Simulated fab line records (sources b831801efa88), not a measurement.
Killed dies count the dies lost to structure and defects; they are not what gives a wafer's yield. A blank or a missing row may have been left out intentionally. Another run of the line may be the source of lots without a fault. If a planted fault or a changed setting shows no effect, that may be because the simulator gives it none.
fab line records	flow gf180mcu
record lots=24	wafers=72	lastDay=34
route steps=602 shown STI@31 SAB@273 CONTACT@301 M2@362 M5@536
lots untouched by any fault: they come from a run of this same line in which no faults occurred
startH: hours from the record's opening day to when the first of the lot's shown wafers began	waitH: hours since the lot's step before	" the same as in the row above	L1.1+2: a single row standing in for several wafers	- either no value or no given start	* or withheld: withheld	< > ~ a bound
route shown NAME@n: NAME is a module with steps in the file, n the number in the route of the first one	usual: average and standard deviation across the fault-free wafers	same: alike in all rows	chamber/n: place in a boat	sites: per-site readings	_std_site: the values' standard deviation	_edge_site: outer sites' mean less inner sites'	radiusMm: for every site, how far away it sits from the centre of the wafer	mask NAME#n: copy n	behind: the last tool/chamber to shape the wafer	hold: why the lot went on hold/how many hours it stayed there/how the hold came to an end	device: transistor that didn't switch, given as n, p or np	end of line: tests run on the same wafers once the route is complete	a step given without rows: its recipe and nothing more	killed: count of dies lost to structure and defects at first sort (not the wafer's yield)	map: per-die view of a wafer (x killed, . not killed, _ where there is no die)
set.NAME: the run value of the setting; set.NAME@STEP: its run value at that earlier step	model.NAME: the simulator's own value behind a step, which no gauge read
a sample of lots followed through the steps of the route, with each step as a table and each wafer as a row
services: when a tool's chamber went out of use (startH, in hours from the record's first day, below 0 if earlier), for how many hours, and the reason
## steps
# step GF_STI_THK_MEAS_30
# recipe reads=SiO2_of_STI_OXIDATION_29
# usual STI_OXIDATION_02_THK=10.07/0.28
lot.wafer	tool	chamber	startH	waitH	STI_OXIDATION_02_THK[nm]
L074.1	filmMetro-04	-	31.39	0.0	10.41
L074.4	"	-	"	"	10.39
L074.6	"	-	"	"	10.50
L075.1	filmMetro-01	-	35.18	0.0	10.25
L075.3	"	-	"	"	10.12
L075.5	"	-	"	"	10.31
L076.1	filmMetro-04	-	40.70	0.0	10.06
L076.4	"	-	"	"	10.07
L076.6	"	-	"	"	10.03
L077.1	filmMetro-04	-	44.82	0.0	10.08
L077.3	"	-	"	"	10.06
L077.4	"	-	"	"	9.88
L078.3	filmMetro-01	-	50.75	0.0	10.29
L078.4	"	-	"	"	10.55
L078.5	"	-	"	"	10.46
L079.3	filmMetro-02	-	55.73	0.0	10.05
L079.5	"	-	"	"	10.19
L079.6	"	-	"	"	10.16
L080.3	filmMetro-02	-	61.72	0.0	10.25
L080.5	"	-	"	"	10.34
L080.6	"	-	"	"	10.28
L081.1	filmMetro-01	-	65.40	0.0	10.44
L081.3	"	-	"	"	10.52
L081.6	"	-	"	"	10.50
L082.3	filmMetro-04	-	72.72	0.1	10.15
L082.4	"	-	"	"	10.06
L082.5	"	-	"	"	10.35
L083.1	filmMetro-04	-	76.10	0.0	9.65
L083.4	"	-	"	"	9.89
L083.6	"	-	"	"	9.71
L084.1	filmMetro-01	-	82.36	0.0	10.00
L084.2	"	-	"	"	10.11
L084.6	"	-	"	"	10.00
L085.1	filmMetro-01	-	87.85	0.0	10.27
L085.3	"	-	"	"	10.26
L085.6	"	-	"	"	10.49
L086.1	filmMetro-04	-	91.49	0.0	10.35
L086.4	"	-	"	"	10.37
L086.6	"	-	"	"	10.30
L087.1	filmMetro-04	-	96.36	0.0	9.82
L087.5	"	-	"	"	9.83
L087.6	"	-	"	"	9.89
L088.2	filmMetro-01	-	101.38	0.0	9.98
L088.4	"	-	"	"	9.82
L088.5	"	-	"	"	9.66
L089.3	filmMetro-02	-	107.43	0.0	9.77
L089.4	"	-	"	"	9.63
L089.6	"	-	"	"	9.69
L090.3	filmMetro-04	-	113.10	0.0	10.03
L090.5	"	-	"	"	9.94
L090.6	"	-	"	"	9.99
L091.2	filmMetro-01	-	117.99	0.0	9.71
L091.4	"	-	"	"	9.64
L091.5	"	-	"	"	9.66
L092.1	filmMetro-02	-	122.85	0.0	10.35
L092.2	"	-	"	"	10.26
L092.3	"	-	"	"	10.18
L093.1	filmMetro-02	-	128.72	0.0	9.92
L093.2	"	-	"	"	10.00
L093.6	"	-	"	"	9.86
L094.1	filmMetro-04	-	133.18	0.0	10.23
L094.2	"	-	"	"	10.10
L094.3	"	-	"	"	10.00
L095.1	filmMetro-04	-	137.91	0.0	9.90
L095.4	"	-	"	"	9.82
L095.6	"	-	"	"	10.01
L096.1	filmMetro-01	-	142.98	0.0	9.88
L096.2	"	-	"	"	9.83
L096.3	"	-	"	"	9.88
L097.1	filmMetro-02	-	149.89	0.0	9.75
L097.3	"	-	"	"	9.81
L097.4	"	-	"	"	9.59
# step GF_SAB_CD_MEAS_09
# recipe targetCdNm=420
# usual cdNm=420.0/2.4
lot.wafer	tool	chamber	startH	waitH	cdNm
L074.1	cdSem-01	-	337.17	0.1	416.8
L074.4	"	-	"	"	416.4
L074.6	"	-	"	"	419.5
L075.1	cdSem-01	-	353.17	0.1	421.5
L075.3	"	-	"	"	421.6
L075.5	"	-	"	"	420.7
L076.1	cdSem-02	-	357.09	0.1	422.4
L076.4	"	-	"	"	422.5
L076.6	"	-	"	"	421.2
L077.1	cdSem-02	-	362.27	0.1	418.1
L077.3	"	-	"	"	417.1
L077.4	"	-	"	"	417.0
L078.3	cdSem-02	-	377.38	0.1	422.9
L078.4	"	-	"	"	420.0
L078.5	"	-	"	"	416.7
L079.3	cdSem-01	-	381.91	0.1	418.2
L079.5	"	-	"	"	420.2
L079.6	"	-	"	"	419.5
L080.3	cdSem-02	-	398.26	0.1	418.5
L080.5	"	-	"	"	419.3
L080.6	"	-	"	"	419.7
L081.1	cdSem-01	-	402.67	0.1	419.7
L081.3	"	-	"	"	419.1
L081.6	"	-	"	"	418.4
L082.3	cdSem-02	-	407.81	0.1	423.9
L082.4	"	-	"	"	422.6
L082.5	"	-	"	"	420.8
L083.1	cdSem-01	-	412.94	0.1	420.8
L083.4	"	-	"	"	421.6
L083.6	"	-	"	"	421.1
L084.1	cdSem-01	-	426.04	0.1	425.5
L084.2	"	-	"	"	425.7
L084.6	"	-	"	"	422.9
L085.1	cdSem-01	-	433.28	0.2	423.2
L085.3	"	-	"	"	422.4
L085.6	"	-	"	"	421.3
L086.1	cdSem-01	-	438.77	0.1	417.8
L086.4	"	-	"	"	418.9
L086.6	"	-	"	"	415.3
L087.1	cdSem-01	-	454.22	0.1	417.5
L087.5	"	-	"	"	416.4
L087.6	"	-	"	"	416.2
L088.2	cdSem-02	-	462.56	0.1	415.4
L088.4	"	-	"	"	415.9
L088.5	"	-	"	"	416.6
L089.3	cdSem-02	-	482.76	0.1	421.3
L089.4	"	-	"	"	420.5
L089.6	"	-	"	"	421.3
L090.3	cdSem-01	-	484.48	0.1	421.1
L090.5	"	-	"	"	419.7
L090.6	"	-	"	"	421.1
L091.2	cdSem-01	-	486.69	0.1	419.6
L091.4	"	-	"	"	423.5
L091.5	"	-	"	"	419.2
L092.1	cdSem-01	-	504.48	0.1	421.1
L092.2	"	-	"	"	423.5
L092.3	"	-	"	"	423.5
L094.1	cdSem-02	-	511.77	0.1	423.6
L094.2	"	-	"	"	422.3
L094.3	"	-	"	"	424.9
L093.1	cdSem-02	-	512.07	0.1	421.1
L093.2	"	-	"	"	420.2
L093.6	"	-	"	"	419.8
L095.1	cdSem-02	-	517.13	0.1	419.3
L095.4	"	-	"	"	418.4
L095.6	"	-	"	"	418.2
L096.1	cdSem-01	-	531.03	0.1	418.7
L096.2	"	-	"	"	420.0
L096.3	"	-	"	"	420.0
L097.1	cdSem-01	-	534.92	0.1	421.2
L097.3	"	-	"	"	422.7
L097.4	"	-	"	"	422.4
# step GF_SAB_STRIP_13
# recipe chemistry=O2/N2	powerW=1400	pressureMtorr=1500	platenTempC=250	o2FlowSccm=3000	n2FlowSccm=300	overashFraction=0.5
# usual drypumpMotorCurrentA=5.8/0.4	heaterPowerW=357/38	oesProductAu=0.709/0.0041	stripTimeToEndpointS=12.61/0.034
# same overashFraction=0.5
lot.wafer	tool	chamber	startH	waitH	drypumpMotorCurrentA	heaterPowerW	oesProductAu	rfHoursCounterH	stripTimeToEndpointS
L074.1	plasmaAsher-03	1	337.48	0.0	5.5	320	0.702	59	12.55
L074.4	"	0	"	"	5.4	324	0.714	-	12.52
L074.6	"	1	"	"	5.5	322	0.701	-	12.57
L075.1	plasmaAsher-02	0	353.49	0.0	5.6	399	0.708	70	12.65
L075.3	"	0	"	"	5.6	391	0.710	-	12.59
L075.5	"	0	"	"	5.6	399	0.712	-	12.60
L076.1	plasmaAsher-03	1	357.41	0.0	5.5	327	0.712	61	12.65
L076.4	"	0	"	"	5.5	305	0.704	-	12.62
L076.6	"	0	"	"	5.5	302	0.702	-	12.60
L077.1	plasmaAsher-03	1	362.58	0.0	5.5	322	0.706	61	12.59
L077.3	"	0	"	"	5.4	316	0.708	-	12.61
L077.4	"	1	"	"	5.5	319	0.701	-	12.58
L078.3	plasmaAsher-04	0	377.68	0.0	6.3	352	0.706	-	12.61
L078.4	"	1	"	"	6.6	347	0.709	-	12.63
L078.5	"	0	"	"	6.3	338	0.712	-	12.60
L079.3	plasmaAsher-04	0	382.21	0.0	6.3	347	0.708	-	12.60
L079.5	"	0	"	"	6.3	356	0.707	-	12.58
L079.6	"	1	"	"	6.6	342	0.708	-	12.57
L080.3	plasmaAsher-04	1	398.56	0.0	6.6	359	0.707	-	12.56
L080.5	"	0	"	"	6.3	344	0.711	-	12.57
L080.6	"	1	"	"	6.5	337	0.710	-	12.56
L081.1	plasmaAsher-03	0	403.11	0.0	5.5	314	0.708	66	12.62
L081.3	"	0	"	"	5.5	314	0.714	-	12.59
L081.6	"	1	"	"	5.5	316	0.709	-	12.65
L082.3	plasmaAsher-02	1	408.14	0.0	5.8	416	0.709	-	12.63
L082.4	"	0	"	"	5.6	399	0.703	-	12.59
L082.5	"	1	"	"	5.8	412	0.707	-	12.59
L083.1	plasmaAsher-03	0	413.24	0.0	5.5	313	0.705	67	12.59
L083.4	"	0	"	"	5.5	304	0.705	-	12.57
L083.6	"	0	"	"	5.5	316	0.710	-	12.63
L084.1	plasmaAsher-02	0	426.34	0.0	5.6	386	0.707	77	12.56
L084.2	"	1	"	"	5.8	405	0.713	77	12.59
L084.6	"	1	"	"	5.8	414	0.712	-	12.57
L085.1	plasmaAsher-03	0	433.59	0.0	5.5	321	0.706	69	12.64
L085.3	"	0	"	"	5.5	322	0.708	-	12.59
L085.6	"	0	"	"	5.5	312	0.704	-	12.61
L086.1	plasmaAsher-03	1	439.08	0.0	5.5	319	0.711	70	12.62
L086.4	"	1	"	"	5.5	312	0.715	-	12.62
L086.6	"	1	"	"	5.5	324	0.702	-	12.60
L087.1	plasmaAsher-02	0	454.53	0.0	5.6	388	0.709	80	12.63
L087.5	"	0	"	"	5.6	394	0.710	-	12.58
L087.6	"	1	"	"	5.8	417	0.703	-	12.54
L088.2	plasmaAsher-04	1	462.84	0.0	6.6	368	0.708	3	12.65
L088.4	"	0	"	"	6.3	330	0.711	-	12.63
L088.5	"	0	"	"	6.3	336	0.708	-	12.59
L089.3	plasmaAsher-04	1	483.19	0.0	6.6	365	0.707	-	12.62
L089.4	"	0	"	"	6.3	335	0.717	-	12.60
L089.6	"	1	"	"	6.6	356	0.704	-	12.61
L090.3	plasmaAsher-04	1	484.91	0.0	6.6	360	0.711	-	12.64
L090.5	"	1	"	"	6.6	366	0.707	-	12.61
L090.6	"	0	"	"	6.2	332	0.707	-	12.63
L091.2	plasmaAsher-02	0	486.98	0.0	5.6	389	0.714	84	12.63
L091.4	"	1	"	"	5.8	405	0.708	-	12.64
L091.5	"	1	"	"	5.8	411	0.711	-	12.59
L092.1	plasmaAsher-02	1	504.92	0.0	5.8	408	0.717	85	12.67
L092.2	"	0	"	"	5.6	401	0.713	85	12.65
L092.3	"	0	"	"	5.6	389	0.709	-	12.70
L094.1	plasmaAsher-02	0	512.09	0.0	5.6	395	0.703	86	12.65
L094.2	"	1	"	"	5.8	405	0.708	86	12.66
L094.3	"	1	"	"	5.8	417	0.707	-	12.65
L093.1	plasmaAsher-04	1	512.39	0.0	6.6	361	0.715	8	12.57
L093.2	"	0	"	"	6.3	326	0.710	8	12.59
L093.6	"	1	"	"	6.6	365	0.723	-	12.56
L095.1	plasmaAsher-02	0	517.44	0.0	5.5	386	0.706	87	12.64
L095.4	"	0	"	"	5.6	394	0.710	-	12.64
L095.6	"	0	"	"	5.6	396	0.705	-	12.63
L096.1	plasmaAsher-03	0	531.50	0.0	5.5	322	0.710	80	12.62
L096.2	"	1	"	"	5.5	318	0.702	80	12.59
L096.3	"	0	"	"	5.5	312	0.712	-	12.61
L097.1	plasmaAsher-02	1	535.24	0.0	5.8	408	0.703	89	12.57
L097.3	"	0	"	"	5.6	400	0.713	-	12.57
L097.4	"	1	"	"	5.8	404	0.705	-	12.60
# step GF_CONTACT_CD_MEAS_14
# recipe targetCdNm=220
# usual cdNm=220.1/1.5
lot.wafer	tool	chamber	startH	waitH	cdNm
L074.1	cdSem-02	-	361.07	0.1	219.5
L074.4	"	-	"	"	220.8
L074.6	"	-	"	"	219.6
L075.1	cdSem-02	-	377.69	0.1	221.2
L075.3	"	-	"	"	220.6
L075.5	"	-	"	"	221.5
L076.1	cdSem-02	-	381.22	0.1	218.6
L076.4	"	-	"	"	217.9
L076.6	"	-	"	"	218.2
L077.1	cdSem-01	-	387.12	0.1	219.7
L077.3	"	-	"	"	222.5
L077.4	"	-	"	"	221.4
L078.3	cdSem-01	-	401.81	0.1	217.8
L078.4	"	-	"	"	217.9
L078.5	"	-	"	"	216.6
L079.3	cdSem-01	-	406.01	0.1	217.6
L079.5	"	-	"	"	217.8
L079.6	"	-	"	"	217.7
L080.3	cdSem-01	-	423.46	0.1	220.2
L080.5	"	-	"	"	221.2
L080.6	"	-	"	"	221.1
L081.1	cdSem-01	-	428.44	0.2	220.5
L081.3	"	-	"	"	220.2
L081.6	"	-	"	"	218.7
L082.3	cdSem-01	-	433.76	0.1	220.6
L082.4	"	-	"	"	221.8
L082.5	"	-	"	"	220.7
L083.1	cdSem-01	-	438.52	0.1	219.3
L083.4	"	-	"	"	218.5
L083.6	"	-	"	"	219.7
L084.1	cdSem-02	-	456.52	0.1	221.4
L084.2	"	-	"	"	219.8
L084.6	"	-	"	"	220.1
L085.1	cdSem-01	-	459.29	0.1	222.6
L085.3	"	-	"	"	223.2
L085.6	"	-	"	"	222.4
L086.1	cdSem-02	-	463.89	0.1	220.9
L086.4	"	-	"	"	218.2
L086.6	"	-	"	"	221.5
L087.1	cdSem-02	-	480.17	0.1	220.0
L087.5	"	-	"	"	220.8
L087.6	"	-	"	"	219.7
L088.2	cdSem-02	-	488.29	0.1	219.6
L088.4	"	-	"	"	218.4
L088.5	"	-	"	"	219.1
L089.3	cdSem-02	-	508.21	0.1	221.7
L089.4	"	-	"	"	221.4
L089.6	"	-	"	"	221.6
L090.3	cdSem-02	-	510.02	0.1	220.4
L090.5	"	-	"	"	220.1
L090.6	"	-	"	"	220.5
L091.2	cdSem-01	-	512.19	0.1	222.2
L091.4	"	-	"	"	221.2
L091.5	"	-	"	"	221.1
L092.1	cdSem-02	-	529.22	0.1	219.5
L092.2	"	-	"	"	219.5
L092.3	"	-	"	"	220.1
L094.1	cdSem-02	-	536.32	0.1	219.1
L094.2	"	-	"	"	220.3
L094.3	"	-	"	"	219.1
L093.1	cdSem-01	-	536.62	0.1	218.0
L093.2	"	-	"	"	219.5
L093.6	"	-	"	"	218.9
L095.1	cdSem-02	-	541.77	0.1	220.4
L095.4	"	-	"	"	219.2
L095.6	"	-	"	"	220.0
L096.1	cdSem-01	-	555.22	0.1	219.2
L096.2	"	-	"	"	221.3
L096.3	"	-	"	"	221.0
L097.1	cdSem-01	-	558.98	0.1	218.3
L097.3	"	-	"	"	218.7
L097.4	"	-	"	"	220.4
# step GF_M2_SPUTTER_00
# recipe material=Ti	targetThkNm=37.5	arrivingIonEnergyEv=80	substrateTempC=200	chamberPressurePa=2	powerW=4000	timeS=150
# usual cathodeDcPowerW=4000.0/0.7	chamberPressurePa=2.000/0.0043	throttleValvePct=30.2/0.77
lot.wafer	tool	chamber	startH	waitH	cathodeDcPowerW	chamberPressurePa	throttleValvePct
L074.1	pvdSputter-01	-	411.68	0.2	3999.2	2.001	29.2
L074.4	"	-	"	"	3999.9	2.009	32.1
L074.6	"	-	"	"	3998.5	2.006	32.3
L075.1	pvdSputter-04	-	428.36	0.2	3999.0	1.999	30.6
L075.3	"	-	"	"	4000.4	2.001	30.6
L075.5	"	-	"	"	4000.7	1.996	30.1
L076.1	pvdSputter-02	-	432.38	0.2	4000.7	1.998	31.5
L076.4	"	-	"	"	3999.2	2.004	30.0
L076.6	"	-	"	"	3999.6	1.996	31.2
L077.1	pvdSputter-04	-	439.07	0.2	3999.7	1.999	29.9
L077.3	"	-	"	"	3999.5	1.994	30.4
L077.4	"	-	"	"	3999.9	2.002	30.6
L078.3	pvdSputter-04	-	453.53	0.2	4000.1	2.005	30.4
L078.4	"	-	"	"	3999.6	2.005	30.3
L078.5	"	-	"	"	4000.8	2.002	30.6
L079.3	pvdSputter-01	-	458.63	0.1	3999.7	1.996	32.0
L079.5	"	-	"	"	3999.9	2.001	30.4
L079.6	"	-	"	"	4000.4	1.998	29.1
L080.3	pvdSputter-01	-	476.35	0.1	3999.2	2.007	32.3
L080.5	"	-	"	"	4000.0	2.002	30.2
L080.6	"	-	"	"	4000.8	1.997	29.9
L081.1	pvdSputter-02	-	482.30	0.1	4002.2	1.999	29.5
L081.3	"	-	"	"	3999.3	1.995	31.3
L081.6	"	-	"	"	3999.1	2.001	29.5
L082.3	pvdSputter-04	-	487.40	0.1	4000.6	2.002	30.0
L082.4	"	-	"	"	3999.6	2.005	30.4
L082.5	"	-	"	"	4001.1	1.999	30.3
L083.1	pvdSputter-02	-	490.56	0.1	4001.7	1.995	28.9
L083.4	"	-	"	"	4000.4	2.002	29.9
L083.6	"	-	"	"	3999.5	1.996	29.2
L084.1	pvdSputter-04	-	508.77	0.1	4000.4	2.004	30.5
L084.2	"	-	"	"	3999.2	1.997	30.3
L084.6	"	-	"	"	4000.6	2.001	30.1
L085.1	pvdSputter-04	-	511.68	0.2	4000.8	1.995	30.2
L085.3	"	-	"	"	4000.5	1.999	29.8
L085.6	"	-	"	"	4001.4	2.005	30.1
L086.1	pvdSputter-01	-	515.57	0.1	3999.7	1.996	30.2
L086.4	"	-	"	"	3999.1	2.000	29.3
L086.6	"	-	"	"	4001.4	1.997	30.1
L087.1	pvdSputter-02	-	530.84	0.2	3999.5	2.003	31.7
L087.5	"	-	"	"	4000.9	2.007	30.0
L087.6	"	-	"	"	4000.0	2.002	31.4
L088.2	pvdSputter-04	-	538.80	0.2	4000.2	2.002	30.3
L088.4	"	-	"	"	4000.2	1.996	30.6
L088.5	"	-	"	"	4000.1	2.001	30.2
L089.3	pvdSputter-01	-	558.73	0.1	4000.0	1.997	29.2
L089.4	"	-	"	"	3999.9	1.999	32.2
L089.6	"	-	"	"	4000.5	2.008	30.4
L090.3	pvdSputter-02	-	559.90	0.1	4000.7	2.004	30.0
L090.5	"	-	"	"	4000.1	2.003	31.5
L090.6	"	-	"	"	3999.7	1.995	29.1
L091.2	pvdSputter-02	-	562.04	0.2	3999.6	2.002	29.1
L091.4	"	-	"	"	3999.4	2.008	29.6
L091.5	"	-	"	"	3999.2	2.001	29.3
L092.1	pvdSputter-02	-	577.38	0.1	3999.6	1.996	29.0
L092.2	"	-	"	"	3999.9	1.995	30.2
L092.3	"	-	"	"	3999.8	2.003	31.8
L094.1	pvdSputter-04	-	584.78	0.2	3999.7	2.000	30.1
L094.2	"	-	"	"	4000.5	1.995	30.3
L094.3	"	-	"	"	3999.7	2.007	30.8
L093.1	pvdSputter-02	-	585.06	0.1	3999.8	1.990	31.6
L093.2	"	-	"	"	3999.5	2.002	29.8
L093.6	"	-	"	"	4000.3	1.994	29.2
L095.1	pvdSputter-04	-	589.63	0.2	3999.5	2.000	30.8
L095.4	"	-	"	"	4000.2	2.002	29.7
L095.6	"	-	"	"	4000.5	1.993	30.3
L096.1	pvdSputter-02	-	602.99	0.2	4001.0	1.996	31.2
L096.2	"	-	"	"	4000.1	1.999	30.0
L096.3	"	-	"	"	3998.5	1.998	29.9
L097.1	pvdSputter-02	-	606.91	0.1	3998.9	2.001	29.7
L097.3	"	-	"	"	4000.2	1.998	29.2
L097.4	"	-	"	"	3999.0	2.003	29.9
# step GF_M5_METAL_ETCH_10
# recipe chemistry=Cl2/BCl3	maskMaterial=KrF	targetDepthNm=627.5	stopOn=SiO2	pressureMtorr=8	icpW=800	biasW=140	Cl2_flow_sccm=80	bcl3FlowSccm=40	timeS=104.6
# usual biasW=140.0/0.43	drypumpMotorCurrentA=5.6/0.36	oesProductAu=0.972/0.0057	throttleValvePct=28.251/0.0098
lot.wafer	tool	chamber	startH	waitH	biasW	drypumpMotorCurrentA	oesProductAu	rfHoursCounterH	throttleValvePct
L074.1	rieMetal-02	0	604.96	0.0	139.2	5.6	0.979	6	28.248
L074.4	"	1	"	"	139.8	5.6	0.970	-	28.253
L074.6	"	1	"	"	140.3	5.6	0.969	-	28.269
L075.1	rieMetal-03	0	619.70	0.0	139.7	5.1	0.972	6	28.260
L075.3	"	1	"	"	139.4	6.2	0.974	-	28.252
L075.5	"	1	"	"	140.2	6.2	0.971	-	28.233
L076.1	rieMetal-04	0	624.30	0.0	140.2	5.8	0.970	7	28.252
L076.4	"	0	"	"	139.4	5.8	0.971	-	28.252
L076.6	"	1	"	"	140.3	5.2	0.971	-	28.247
L077.1	rieMetal-03	0	630.11	0.0	140.2	5.1	0.978	7	28.245
L077.3	"	0	"	"	140.6	5.1	0.978	-	28.246
L077.4	"	1	"	"	139.5	6.2	0.978	-	28.241
L078.3	rieMetal-02	0	639.25	0.0	140.1	5.6	0.971	-	28.236
L078.4	"	1	"	"	139.6	5.6	0.965	-	28.256
L078.5	"	1	"	"	140.1	5.7	0.972	-	28.243
L079.3	rieMetal-02	1	647.64	0.0	140.4	5.6	0.972	-	28.257
L079.5	"	0	"	"	140.2	5.6	0.975	-	28.249
L079.6	"	1	"	"	140.1	5.6	0.972	-	28.262
L080.3	rieMetal-02	0	658.54	0.0	139.7	5.7	0.975	-	28.259
L080.5	"	0	"	"	140.2	5.6	0.973	-	28.247
L080.6	"	1	"	"	140.0	5.6	0.977	-	28.244
L081.1	rieMetal-04	1	665.75	0.0	138.9	5.2	0.970	2	28.243
L081.3	"	1	"	"	139.0	5.2	0.968	-	28.260
L081.6	"	1	"	"	140.0	5.2	0.954	-	28.254
L082.3	rieMetal-04	0	669.40	0.0	140.6	5.8	0.973	-	28.252
L082.4	"	1	"	"	139.8	5.2	0.977	-	28.237
L082.5	"	0	"	"	140.1	5.8	0.968	-	28.256
L083.1	rieMetal-02	1	672.65	0.0	139.8	5.7	0.976	4	28.249
L083.4	"	0	"	"	139.4	5.6	0.969	-	28.254
L083.6	"	0	"	"	140.2	5.6	0.975	-	28.247
L084.1	rieMetal-04	1	686.65	0.0	140.8	5.2	0.979	3	28.251
L084.2	"	0	"	"	140.0	5.8	0.967	9	28.267
L084.6	"	0	"	"	140.6	5.8	0.974	-	28.227
L085.1	rieMetal-03	0	689.85	0.0	140.1	5.1	0.968	9	28.255
L085.3	"	0	"	"	140.2	5.1	0.974	-	28.254
L085.6	"	1	"	"	139.7	6.2	0.977	-	28.251
L086.1	rieMetal-04	1	692.80	0.0	139.8	5.2	0.964	3	28.246
L086.4	"	0	"	"	140.9	5.8	0.959	-	28.259
L086.6	"	1	"	"	139.9	5.2	0.961	-	28.259
L087.1	rieMetal-02	0	703.75	0.0	139.3	5.7	0.967	10	28.250
L087.5	"	0	"	"	139.9	5.6	0.971	-	28.250
L087.6	"	1	"	"	139.6	5.7	0.970	-	28.243
L088.2	rieMetal-04	1	712.11	0.0	140.1	5.2	0.975	4	28.246
L088.4	"	1	"	"	140.2	5.2	0.971	-	28.245
L088.5	"	0	"	"	139.3	5.8	0.970	-	28.239
L089.3	rieMetal-03	1	727.44	0.0	139.8	6.2	0.970	-	28.242
L089.4	"	0	"	"	140.1	5.1	0.983	-	28.248
L089.6	"	1	"	"	140.2	6.2	0.975	-	28.249
L090.3	rieMetal-04	1	728.39	0.0	139.6	5.2	0.975	-	28.244
L090.5	"	0	"	"	139.7	5.8	0.983	-	28.240
L090.6	"	1	"	"	139.7	5.2	0.975	-	28.249
L091.2	rieMetal-04	1	730.60	0.0	139.5	5.2	0.971	4	28.242
L091.4	"	1	"	"	139.8	5.2	0.964	-	28.255
L091.5	"	1	"	"	139.5	5.2	0.980	-	28.255
L092.1	rieMetal-03	1	741.21	0.0	140.2	6.2	0.967	6	28.260
L092.2	"	0	"	"	140.1	5.1	0.977	1	28.260
L092.3	"	1	"	"	140.2	6.2	0.967	-	28.251
L094.1	rieMetal-02	1	748.00	0.0	139.7	5.6	0.966	7	28.254
L094.2	"	0	"	"	139.6	5.6	0.977	12	28.235
L094.3	"	0	"	"	140.2	5.7	0.972	-	28.254
L093.1	rieMetal-04	1	749.45	0.0	140.2	5.2	0.973	5	28.258
L093.2	"	0	"	"	140.7	5.8	0.974	12	28.242
L093.6	"	1	"	"	139.9	5.2	0.977	-	28.249
L095.1	rieMetal-03	0	750.91	0.0	139.8	5.1	0.965	1	28.255
L095.4	"	1	"	"	140.6	6.2	0.961	-	28.255
L095.6	"	1	"	"	140.3	6.2	0.965	-	28.257
L096.1	rieMetal-04	0	759.61	0.0	139.7	5.8	0.966	12	28.245
L096.2	"	1	"	"	139.8	5.2	0.980	6	28.240
L096.3	"	0	"	"	139.9	5.8	0.966	-	28.241
L097.1	rieMetal-04	1	764.10	0.0	140.0	5.2	0.966	6	28.275
L097.3	"	0	"	"	140.4	5.8	0.957	-	28.264
L097.4	"	1	"	"	140.4	5.2	0.968	-	28.252
## services
tool	chamber	startH	hours	kind
rieMetal-02	-	346.95	0.4	repair
rieMetal-03	0	408.51	128.3	repair
rieMetal-04	0	412.96	11.9	repair
rieMetal-02	-	417.00	0.6	repair
plasmaAsher-04	-	421.25	9.0	pm
pvdSputter-02	-	438.13	4.8	repair
pvdSputter-02	-	499.30	2.0	repair
pvdSputter-04	-	500.69	0.9	repair
pvdSputter-01	-	536.18	1.1	repair
pvdSputter-01	-	543.70	4.9	repair
rieMetal-03	-	557.03	2.8	pm
plasmaAsher-02	-	569.62	0.6	repair
rieMetal-04	1	573.91	1.1	repair
pvdSputter-01	-	581.14	27.6	repair
plasmaAsher-02	-	599.28	10.0	pm
rieMetal-02	0	617.63	1.5	repair
plasmaAsher-02	-	624.53	14.2	pm
pvdSputter-04	-	678.48	3.4	repair
pvdSputter-02	-	689.42	6.8	repair
plasmaAsher-04	-	703.80	0.4	repair
rieMetal-02	-	711.38	4.0	pm
plasmaAsher-02	-	727.16	1.0	repair
plasmaAsher-02	-	733.75	9.0	pm
pvdSputter-02	-	761.23	0.5	repair
## key
fault none
